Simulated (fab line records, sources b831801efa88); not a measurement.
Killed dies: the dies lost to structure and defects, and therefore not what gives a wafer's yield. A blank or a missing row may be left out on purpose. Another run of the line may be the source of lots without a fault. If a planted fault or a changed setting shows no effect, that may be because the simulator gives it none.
Matching of chambers	flow gf180mcu	cmp-02 running GF_V1_CMP_26: 4 sister chambers
The step polishes, stops on SiO2, t overpolish 15 s, target thk 0 nm. 7 wafers are shown with their chamber, then 9 later ones without.

## WAFERS WITH THEIR CHAMBER
wafer	chamber	motor current A (A)	time to endpoint s (s)
L078.3	0	13.0	82
L082.1	1	9.8	94
L082.2	3	10.4	83
L082.3	2	11.6	80
L083.1	2	11.6	80
L083.3	1	9.3	94
L083.5	3	10.7	77

## WAFERS WITH NO CHAMBER GIVEN
wafer	motor current A (A)	time to endpoint s (s)
L087.4	13.4	87
L087.5	13.2	85
L087.6	9.9	94
L095.3	10.2	82
L095.4	11.7	81
L095.6	13.6	83
L096.2	9.8	92
L096.4	12.7	86
L096.6	9.8	81

## WHICH CHAMBER EACH ONE RAN IN
wafer	from the rows above	in truth
L087.4	0	0
L087.5	0	0
L087.6	1	1
L095.3	3	3
L095.4	2	2
L095.6	0	0
L096.2	1	1
L096.4	0	0
L096.6	3	3
Correct placement for 9 of the 9. Number that these rows cannot place: 0. Wrongly placed: 0.
How it was worked out, from the rows above alone: a wafer's distance from a chamber is the root of the sum, over the readings, of the square of ((its reading less the chamber's mean) divided by the reading's scatter). The wafer belongs to the nearest chamber; if the next one is less than 2 further off, it can't be placed. For every chamber, the mean is computed from those of its wafers that are shown. The scatter: take each reading less its chamber's mean, square it, sum over the shown wafers, divide by the number of wafers less the number of chambers, and take the root.
